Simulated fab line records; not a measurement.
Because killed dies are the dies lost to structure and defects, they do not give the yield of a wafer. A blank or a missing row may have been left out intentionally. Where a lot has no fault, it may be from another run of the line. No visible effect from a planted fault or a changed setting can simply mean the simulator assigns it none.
Problem report in the 8D (eight disciplines) form, filled by code -- flow sky130 -- the parts of the form that need people (team, actions taken, sign-off) are left out

== 1. THE PROBLEM ==
killed_at_front_end at SKY_PAD_OPEN_PROBE_99 reads a mean of 277 on 6 wafers of 2 lots; wafers without a fault read 15 with a standard deviation of 4.5. Measured from the usual mean, that is +58 standard deviations.
First seen on wafer L336.1, day 49 10:16, on prober-02. At this step, 6 wafers from 2 lots have a number in the record. The rule behind "out" and "out of limits": a value lying over 4 standard deviations away from the usual mean. All remaining wafers that have a number are taken as sound.

== 2. WHAT IT IS, WHAT IT ISN'T ==
question,is,is not
which readings at this step,"killed_at_front_end, killed_dies, killed_on_rim","killed_at_M4_up, killed_at_other"
which lots,"L336, L337",-
which wafers of those lots,all that have a number,-
read on which tools,"prober-01, prober-02",-
when,from day 49 10:16,up to then (0 sound wafers)

== 3. THE SUSPECTS, EACH WITH WHAT RULES IT OUT ==
Counting: a tool at any process step up to the reading remains a suspect when it ran all the lots that are out and ran no sound lot after the first of those.
- plasma_asher-01 at SKY_POLY_GATE_STRIP_18 (strips in O2/N2): kept. It ran every lot that is out, first L336 (day 21 21:31), and no sound lot after that.
- furnace-01 at SKY_POLY_GATE_OXIDATION_20 (stabilise 600 s, purge 300 s, target thk 4 nm): kept. It ran every lot that is out, first L336 (day 21 22:15), and no sound lot after that.
- plasma_asher-02 at SKY_LDD_N_STRIP_16 (strips in O2/N2): kept. It ran every lot that is out, first L336 (day 23 07:29), and no sound lot after that.
plasma_asher-01 at SKY_POLY_GATE_STRIP_18, furnace-01 at SKY_POLY_GATE_OXIDATION_20 and plasma_asher-02 at SKY_LDD_N_STRIP_16 are what is left after counting.

== 4. THE CAUSE (what the simulator had put in) ==
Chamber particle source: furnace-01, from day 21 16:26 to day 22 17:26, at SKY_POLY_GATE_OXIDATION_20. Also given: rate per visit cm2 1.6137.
3 suspects survive the count, and this tool is in that group.

== 5. THE CHAIN OF EFFECTS, in route order ==
Each row: a reading where the mean over the struck wafers with a number is more than 3 standard deviations away from the usual. Readings are gone through only where the record gives a usual standard deviation; hours: the median, over the lots, of the time from a lot's start at the first step in this table giving one to that lot's start at this step; sigmas: the change measured in usual standard deviations.
hours,step,reading,usual,on struck wafers,change,sigmas
0,SKY_PAD_OPEN_PROBE_99,killed_at_front_end,15,277,+262,+58
0,SKY_PAD_OPEN_PROBE_99,killed_dies,86,325,+239,+25
0,SKY_PAD_OPEN_PROBE_99,killed_on_rim,17,63,+46,+12
Process steps it contains:
- SKY_PAD_OPEN_PROBE_99

== 6. HOW IT WOULD HAVE BEEN CAUGHT EARLIER ==
666 hours passed between the start of the fault at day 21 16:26 and the first reading out of limits in this record, taken at day 49 10:16.
An alarm limit of 4 standard deviations would not have fired on the tool readings at SKY_POLY_GATE_OXIDATION_20 for which the record gives a usual standard deviation, since none of them was out on any struck wafer.
By day 49 10:16 the whole set of lots that are out, 2 in number, had already begun SKY_POLY_GATE_OXIDATION_20 on furnace-01. Tool hold at that time: it would have spared none of them.
